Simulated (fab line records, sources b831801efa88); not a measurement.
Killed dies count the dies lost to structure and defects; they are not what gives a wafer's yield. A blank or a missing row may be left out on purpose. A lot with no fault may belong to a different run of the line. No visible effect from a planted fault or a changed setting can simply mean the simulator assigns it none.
What tool caused it? | flow sky130 | 36 wafers from 12 lots sampled at 4 of the route's 708 steps

## WHAT THE GAUGES READ, wafer by wafer
SKY_VIA4_THK_MEAS_01.
lot  | measured     | on            | VIA4_HDPCVD_THK (nm)
L458 | day 42 14:01 | film_metro-01 | 1719 1758 1754
L460 | day 43 05:34 | film_metro-03 | 1754 1759 1749
L461 | day 43 06:29 | film_metro-03 | 1738 1745 1707
L462 | day 43 19:25 | film_metro-01 | 1751 1734 1724
L463 | day 44 10:29 | film_metro-03 | 1765 1754 1738
L465 | day 44 12:44 | film_metro-03 | 1771 1759 1738
L473 | day 46 01:53 | film_metro-01 | 1737 1733 1749
L474 | day 46 14:53 | film_metro-02 | 1729 1757 1716
L477 | day 47 01:34 | film_metro-01 | 1738 1748 1733
L478 | day 47 10:43 | film_metro-01 | 1754 1731 1739
L480 | day 47 18:47 | film_metro-02 | 1728 1751 1740
L479 | day 47 19:42 | film_metro-01 | 1744 1774 1758

SKY_VIA4_BOW_MEAS_03.
lot  | measured     | on            | VIA4_BOW (um)
L458 | day 42 14:22 | film_metro-02 | 79 78 78
L460 | day 43 05:57 | film_metro-03 | 89 84 76
L461 | day 43 06:52 | film_metro-01 | 91 87 86
L462 | day 43 19:47 | film_metro-01 | 65 69 61
L463 | day 44 10:51 | film_metro-02 | 84 82 86
L465 | day 44 13:05 | film_metro-02 | 80 90 76
L473 | day 46 02:20 | film_metro-03 | 100 94 96
L474 | day 46 15:22 | film_metro-02 | 67 85 74
L477 | day 47 02:00 | film_metro-03 | 74 74 76
L478 | day 47 11:05 | film_metro-01 | 82 84 78
L480 | day 47 19:09 | film_metro-01 | 77 85 70
L479 | day 47 20:04 | film_metro-01 | 68 73 59

## EACH LOT AND THE TOOL THAT RAN IT (in order: tool; ch and the chambers of the sampled wafers; start)
lot  | SKY_VIA1_ETCH_15                   | SKY_VIA3_CVD_21
L458 | rie_diel-01 ch 0,2, day 34 20:05   | cvd_w-01 ch 0,1, day 40 10:47
L460 | rie_diel-01 ch 0,1, day 35 13:14   | cvd_w-01 ch 0,1, day 41 03:10
L461 | rie_diel-01 ch 0,1, day 35 15:44   | cvd_w-01 ch 0,1, day 41 05:05
L462 | rie_diel-04 ch 0,1, day 36 07:34   | cvd_w-02 ch 0,1, day 41 18:37
L463 | rie_diel-01 ch 1,2, day 37 01:34   | cvd_w-01 ch 0,1, day 42 11:11
L465 | rie_diel-03 ch 0,3, day 37 02:29   | cvd_w-02 ch 0,1, day 42 12:04
L473 | rie_diel-04 ch 1,2,3, day 38 22:52 | cvd_w-01 ch 0,1, day 44 04:15
L474 | rie_diel-01 ch 0,1,3, day 39 14:17 | cvd_w-01 ch 1, day 44 18:40
L477 | rie_diel-01 ch 0,1, day 40 00:55   | cvd_w-01 ch 0,1, day 45 04:23
L478 | rie_diel-01 ch 1,3, day 40 13:16   | cvd_w-02 ch 0, day 45 15:01
L480 | rie_diel-04 ch 1,2, day 40 22:44   | cvd_w-02 ch 0,1, day 45 22:34
L479 | rie_diel-04 ch 2,3, day 41 00:56   | cvd_w-01 ch 0,1, day 46 00:19
- SKY_VIA1_ETCH_15: etches SiO2 in C4F8/O2/Ar, stops on TiN, target depth 351 nm, time 54 s.
- SKY_VIA3_CVD_21: deposits W, target thk 390 nm, time 117.31 s.

## AS READ BY THE TOOLS THEMSELVES (means over the sampled wafers that have a number; for cases with no such wafer, the mark the record gives instead)
SKY_VIA1_ETCH_15.
lot  | tool        | oes_product_au (a.u.)
L458 | rie_diel-01 | 0.979
L460 | rie_diel-01 | 0.982
L461 | rie_diel-01 | 0.982
L462 | rie_diel-04 | 0.983
L463 | rie_diel-01 | 0.977
L465 | rie_diel-03 | 0.983
L473 | rie_diel-04 | 0.980
L474 | rie_diel-01 | 0.980
L477 | rie_diel-01 | 0.985
L478 | rie_diel-01 | 0.978
L480 | rie_diel-04 | 0.981
L479 | rie_diel-04 | 0.980

SKY_VIA3_CVD_21.
lot  | tool     | heater_power_w (W)
L458 | cvd_w-01 | 807
L460 | cvd_w-01 | 795
L461 | cvd_w-01 | 797
L462 | cvd_w-02 | 869
L463 | cvd_w-01 | 827
L465 | cvd_w-02 | 828
L473 | cvd_w-01 | 803
L474 | cvd_w-01 | 776
L477 | cvd_w-01 | 810
L478 | cvd_w-02 | 928
L480 | cvd_w-02 | 839
L479 | cvd_w-01 | 827

## THE ANSWER, worked out from the rows above alone
Rule: what is usual is taken from the lots themselves. Put in order of their means at a reading, lots are off if they are a third of the lots or fewer, leave a main group of 4 or more, and stand apart from it by a gap of 3 or more times the standard deviation of the main group's means; of several such gaps the widest counts. Not used: any main group whose means are identical at the precision the tables above print for the reading. Also off: a lot with no number at a reading for which 4 or more lots have one. Any other lot the step has rows for is counted as sound. After the gauges, taken in route order, come the tools' own readings; for these a lot's mean is taken, as printed above. At the first step where some lot is off, the reading lying furthest off is the one used; lots without a number count as furthest.
No lot is off at any reading shown: from this, nothing can be told.

## WHAT THE SIMULATOR HAD PUT IN
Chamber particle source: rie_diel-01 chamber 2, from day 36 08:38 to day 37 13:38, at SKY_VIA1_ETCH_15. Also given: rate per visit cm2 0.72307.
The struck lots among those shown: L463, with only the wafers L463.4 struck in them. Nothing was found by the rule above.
